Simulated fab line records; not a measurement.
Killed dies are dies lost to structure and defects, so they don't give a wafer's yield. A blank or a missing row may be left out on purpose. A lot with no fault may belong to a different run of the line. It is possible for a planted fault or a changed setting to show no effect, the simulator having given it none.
A single fault, viewed from 2 desks	flow gf180mcu	each desk holds nothing but its own numbers, with what lay behind them at the end

TOOL OWNER'S DESK, pvdSputter-01
The tool's own readings at GF_M2_SPUTTER_02 (material AlCu, target thk 450 nm, time 23.9 s): means of the sampled wafers that have a number, for each lot that ran on this tool. If a lot's mean is further than 4 standard deviations from the usual mean, the lot is out of limits and carries the mark OUT (the distance appears in the brackets).
Columns: A = throttleValvePct at GF_M2_SPUTTER_02, usual 30.5 %
lot	first seen here	A
L886	day 17 22:25	30.7
L890	day 19 13:26	31.5
L893	day 20 18:00	31.4
L897	day 21 23:55	32.3
L906	day 25 22:40	31.4
L905	day 25 23:22	32.0
Result from this desk: across the 6 lots, nothing is out of limits.

THE METROLOGY DESK
What the gauges read for every lot (on any tool): the sampled wafers with a number, averaged. If a lot's mean is further than 4 standard deviations from the usual mean, the lot is out of limits and carries the mark OUT (the distance appears in the brackets).
Columns: A = M2_ALCU_RS at GF_M2_RS_MEAS_05, usual 0.0698 ohm/sq; B = M2_ALCU_THK at GF_M2_THK_MEAS_06, usual 442 nm; C = cdNm at GF_M2_CD_MEAS_14, usual 279.8 nm; D = M2_OVL at GF_M2_OVL_MEAS_15, usual -1 nm; E = V2_CVD_02_THK at GF_V2_THK_MEAS_03, usual 851 nm
lot	first seen here	A	B	C	D	E
L886	day 17 22:34	0.0710	438	278.7	5	850
L890	day 19 13:32	0.0706	437	279.2	-4	852
L891	day 19 20:44	0.0690	448	279.1	-11	845
L892	day 20 11:01	0.0692	446	278.9	2	852
L893	day 20 18:05	0.0712	435	280.5	2	845
L894	day 21 00:14	0.0693	444	281.5	-3	841
L895	day 21 09:01	0.0699	440	279.6	-8	858
L896	day 21 19:41	0.0702	437	279.8	3	856
L897	day 22 00:04	0.0705	441	280.0	-6	864
L899	day 23 01:31	0.0697	444	280.5	-4	851
L906	day 25 22:49	0.0592 (-12) OUT	534 (+17) OUT	279.6	-6	856
L905	day 25 23:29	0.0486 (-24) OUT	630 (+35) OUT	280.5	-2	856
This desk's result: L905, L906 out of limits, first on L906 (M2_ALCU_RS at GF_M2_RS_MEAS_05), day 25 22:49. In limits: L886, L890, L891, L892, L893, L894, L895, L896, L897, L899.

BROUGHT TOGETHER
L905, L906 would have let the metrology desk raise an alarm at day 25 22:49.
Nothing out of limits was seen by the tool owner's desk.
On record at the tool owner's desk: L905, L906, within its limits.
Every lot named ran GF_M2_SPUTTER_02 on pvdSputter-01.

WHAT THE SIMULATOR HAD PUT IN
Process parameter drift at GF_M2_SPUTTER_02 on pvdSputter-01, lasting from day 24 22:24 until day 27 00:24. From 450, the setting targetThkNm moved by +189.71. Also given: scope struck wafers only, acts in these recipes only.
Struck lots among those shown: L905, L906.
Delay in hours, fault start to first out-of-limits reading, per desk: metrology desk 24.
